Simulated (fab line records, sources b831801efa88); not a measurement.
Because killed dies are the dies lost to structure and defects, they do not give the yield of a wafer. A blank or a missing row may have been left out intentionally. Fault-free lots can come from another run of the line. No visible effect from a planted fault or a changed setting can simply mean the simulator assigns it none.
Which of the tools did it? :: flow sky130 :: Sampling: 9 lots, 27 wafers, 5 of 708 route steps

## WHAT THE GAUGES SHOWED, per wafer
SKY_VIA3_RS_MEAS_22: a four-point-probe measurement. Usual: VIA3_W_RS 0.294 ohm/sq, standard deviation 0.0045.
lot: L716
measured: day 40 12:55
on: film metro-03
VIA3_W_RS (ohm/sq): 0.292 0.296 0.292
flag: 

lot: L718
measured: day 41 10:11
on: film metro-04
VIA3_W_RS (ohm/sq): 0.295 0.301 0.295
flag: 

lot: L723
measured: day 43 09:27
on: film metro-04
VIA3_W_RS (ohm/sq): 0.298 0.303 0.304
flag: 

lot: L724
measured: day 43 14:13
on: film metro-02
VIA3_W_RS (ohm/sq): 0.227 0.225 0.226
flag: OFF

lot: L726
measured: day 43 20:19
on: film metro-03
VIA3_W_RS (ohm/sq): 0.225 0.223 0.221
flag: OFF

lot: L729
measured: day 44 07:08
on: film metro-02
VIA3_W_RS (ohm/sq): 0.291 0.298 0.291
flag: 

lot: L730
measured: day 44 19:48
on: film metro-04
VIA3_W_RS (ohm/sq): 0.284 0.290 0.288
flag: 

lot: L732
measured: day 45 03:25
on: film metro-03
VIA3_W_RS (ohm/sq): 0.288 0.289 0.290
flag: 

lot: L736
measured: day 46 03:48
on: film metro-04
VIA3_W_RS (ohm/sq): 0.291 0.292 0.289
flag: 

SKY_VIA3_THK_MEAS_23: measures by xrf. Usual: VIA3_W_THK 381 nm, standard deviation 7.6.
lot: L716
measured: day 40 13:02
on: film metro-03
VIA3_W_THK (nm): 383 380 382
flag: 

lot: L718
measured: day 41 10:17
on: film metro-04
VIA3_W_THK (nm): 381 378 382
flag: 

lot: L723
measured: day 43 09:34
on: film metro-04
VIA3_W_THK (nm): 380 379 371
flag: 

lot: L724
measured: day 43 14:20
on: film metro-02
VIA3_W_THK (nm): 486 489 484
flag: OFF

lot: L726
measured: day 43 20:25
on: film metro-03
VIA3_W_THK (nm): 499 507 504
flag: OFF

lot: L729
measured: day 44 07:16
on: film metro-02
VIA3_W_THK (nm): 380 373 383
flag: 

lot: L730
measured: day 44 19:55
on: film metro-04
VIA3_W_THK (nm): 398 392 394
flag: 

lot: L732
measured: day 45 03:32
on: film metro-03
VIA3_W_THK (nm): 389 388 389
flag: 

lot: L736
measured: day 46 03:55
on: film metro-04
VIA3_W_THK (nm): 387 384 391
flag: 

## WHICH TOOL RAN EACH LOT (tool, then ch and the chambers of the sampled wafers, then the start)
lot: L716
SKY_METAL3_ETCH_16: rie metal-03 ch 0,1, day 39 09:16
SKY_METAL3_ETCH_17: rie diel-01 ch 0,2,3, day 39 09:22
SKY_VIA3_CVD_21: cvd w-01 ch 0,1, day 40 12:48

lot: L718
SKY_METAL3_ETCH_16: rie metal-04 ch 0, day 40 08:27
SKY_METAL3_ETCH_17: rie diel-04 ch 0,1,3, day 40 08:33
SKY_VIA3_CVD_21: cvd w-01 ch 0,1, day 41 10:02

lot: L723
SKY_METAL3_ETCH_16: rie metal-03 ch 0,1, day 42 06:37
SKY_METAL3_ETCH_17: rie diel-04 ch 1,2,3, day 42 06:43
SKY_VIA3_CVD_21: cvd w-01 ch 0,1, day 43 09:20

lot: L724
SKY_METAL3_ETCH_16: rie metal-02 ch 0, day 42 12:20
SKY_METAL3_ETCH_17: rie diel-01 ch 0,1, day 42 12:26
SKY_VIA3_CVD_21: cvd w-01 ch 0,1, day 43 14:06

lot: L726
SKY_METAL3_ETCH_16: rie metal-03 ch 0,1, day 42 17:55
SKY_METAL3_ETCH_17: rie diel-04 ch 0,2, day 42 17:59
SKY_VIA3_CVD_21: cvd w-01 ch 0,1, day 43 20:11

lot: L729
SKY_METAL3_ETCH_16: rie metal-04 ch 0,1, day 43 07:32
SKY_METAL3_ETCH_17: rie diel-01 ch 0,3, day 43 07:38
SKY_VIA3_CVD_21: cvd w-02 ch 0,1, day 44 07:01

lot: L730
SKY_METAL3_ETCH_16: rie metal-03 ch 0,1, day 43 16:17
SKY_METAL3_ETCH_17: rie diel-04 ch 0,2,3, day 43 16:23
SKY_VIA3_CVD_21: cvd w-02 ch 0,1, day 44 19:41

lot: L732
SKY_METAL3_ETCH_16: rie metal-03 ch 0,1, day 44 02:50
SKY_METAL3_ETCH_17: rie diel-04 ch 2,3, day 44 02:56
SKY_VIA3_CVD_21: cvd w-02 ch 0,1, day 45 03:18

lot: L736
SKY_METAL3_ETCH_16: rie metal-04 ch 0, day 45 03:23
SKY_METAL3_ETCH_17: rie diel-02 ch 0,2, day 45 03:29
SKY_VIA3_CVD_21: cvd w-02 ch 0,1, day 46 03:40
- SKY_METAL3_ETCH_16: etches BARC in N2/H2, stops on SiO2, time 88.2 s, target depth 60 nm.
- SKY_METAL3_ETCH_17: etches SiO2 in C4F8/O2/Ar, stops on TiN, time 3.9 s, target depth 15 nm.
- SKY_VIA3_CVD_21: deposits W, target thk 390 nm, time 117.31 s.

## AS READ BY THE TOOLS THEMSELVES (means over the sampled wafers that have a number; for cases with no such wafer, the mark the record gives instead)
SKY_METAL3_ETCH_16. Usual: bias w 99.98 W, standard deviation 0.29; drypump motor current A 5.9 A, standard deviation 0.31; oes product au 0.626 a.u., standard deviation 0.0045; throttle valve pct 13.204 %, standard deviation 0.0083.
lot: L716
tool: rie metal-03
bias w (W): 100.11
drypump motor current A (A): 5.8
oes product au (a.u.): 0.628
throttle valve pct (%): 13.204
flag: 

lot: L718
tool: rie metal-04
bias w (W): 99.89
drypump motor current A (A): 5.6
oes product au (a.u.): 0.630
throttle valve pct (%): 13.204
flag: 

lot: L723
tool: rie metal-03
bias w (W): 99.59
drypump motor current A (A): 5.9
oes product au (a.u.): 0.624
throttle valve pct (%): 13.208
flag: 

lot: L724
tool: rie metal-02
bias w (W): 100.12
drypump motor current A (A): 6.1
oes product au (a.u.): 0.626
throttle valve pct (%): 13.210
flag: 

lot: L726
tool: rie metal-03
bias w (W): 99.75
drypump motor current A (A): 5.8
oes product au (a.u.): 0.628
throttle valve pct (%): 13.203
flag: 

lot: L729
tool: rie metal-04
bias w (W): 100.14
drypump motor current A (A): 6.3
oes product au (a.u.): 0.626
throttle valve pct (%): 13.192
flag: 

lot: L730
tool: rie metal-03
bias w (W): 100.12
drypump motor current A (A): 5.8
oes product au (a.u.): 0.624
throttle valve pct (%): 13.206
flag: 

lot: L732
tool: rie metal-03
bias w (W): 99.98
drypump motor current A (A): 5.8
oes product au (a.u.): 0.627
throttle valve pct (%): 13.200
flag: 

lot: L736
tool: rie metal-04
bias w (W): 100.02
drypump motor current A (A): 5.6
oes product au (a.u.): 0.623
throttle valve pct (%): 13.208
flag: 

SKY_METAL3_ETCH_17. Usual: bias w 1200 W, standard deviation 3.8; oes product au 0.755 a.u., standard deviation 0.0078.
lot: L716
tool: rie diel-01
bias w (W): 1199
oes product au (a.u.): 0.756
flag: 

lot: L718
tool: rie diel-04
bias w (W): 1199
oes product au (a.u.): 0.760
flag: 

lot: L723
tool: rie diel-04
bias w (W): 1195
oes product au (a.u.): 0.745
flag: 

lot: L724
tool: rie diel-01
bias w (W): 1202
oes product au (a.u.): 0.753
flag: 

lot: L726
tool: rie diel-04
bias w (W): 1197
oes product au (a.u.): 0.756
flag: 

lot: L729
tool: rie diel-01
bias w (W): 1199
oes product au (a.u.): 0.755
flag: 

lot: L730
tool: rie diel-04
bias w (W): 1199
oes product au (a.u.): 0.751
flag: 

lot: L732
tool: rie diel-04
bias w (W): 1200
oes product au (a.u.): 0.756
flag: 

lot: L736
tool: rie diel-02
bias w (W): 1200
oes product au (a.u.): 0.754
flag: 

SKY_VIA3_CVD_21. Usual: heater power w 970 W, standard deviation 46.
lot: L716
tool: cvd w-01
heater power w (W): 989
flag: 

lot: L718
tool: cvd w-01
heater power w (W): 977
flag: 

lot: L723
tool: cvd w-01
heater power w (W): 999
flag: 

lot: L724
tool: cvd w-01
heater power w (W): 1008
flag: 

lot: L726
tool: cvd w-01
heater power w (W): 982
flag: 

lot: L729
tool: cvd w-02
heater power w (W): 906
flag: 

lot: L730
tool: cvd w-02
heater power w (W): 943
flag: 

lot: L732
tool: cvd w-02
heater power w (W): 915
flag: 

lot: L736
tool: cvd w-02
heater power w (W): 936
flag: 

## THE ANSWER, worked out from the rows above alone
Rule: lot off if the mean of its wafers having a number is beyond 3 standard deviations from the usual mean. Also off: a lot with no number at a reading for which 4 or more lots have one. All remaining lots with rows at the step are treated as sound. First the gauges in route order, then the tools' own readings, where a lot's mean is used as printed above. The first step at which some lot is off is used, and at that step the reading that is off furthest; a lot without a number counts as furthest.
Off: L724, L726, at SKY_VIA3_RS_MEAS_22 (VIA3_W_RS).
A tool fits if, at a process step before that reading, it ran every lot that is off, and no sound lot after the first of them. The gauges at SKY_VIA3_RS_MEAS_22 are tried like those tools. One fits: SKY_VIA3_CVD_21 on cvd w-01. A fault onset in the window from L723 (day 43 09:20, its last sound lot) to L724 (day 43 14:06, its first lot off) fits.

## WHAT WAS PUT IN BY THE SIMULATOR
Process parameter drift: cvd w-01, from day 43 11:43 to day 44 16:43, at SKY_VIA3_CVD_21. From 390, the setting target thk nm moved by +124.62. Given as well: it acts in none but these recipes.
Lots struck among those shown: L724, L726. This agrees with what the rule above found.
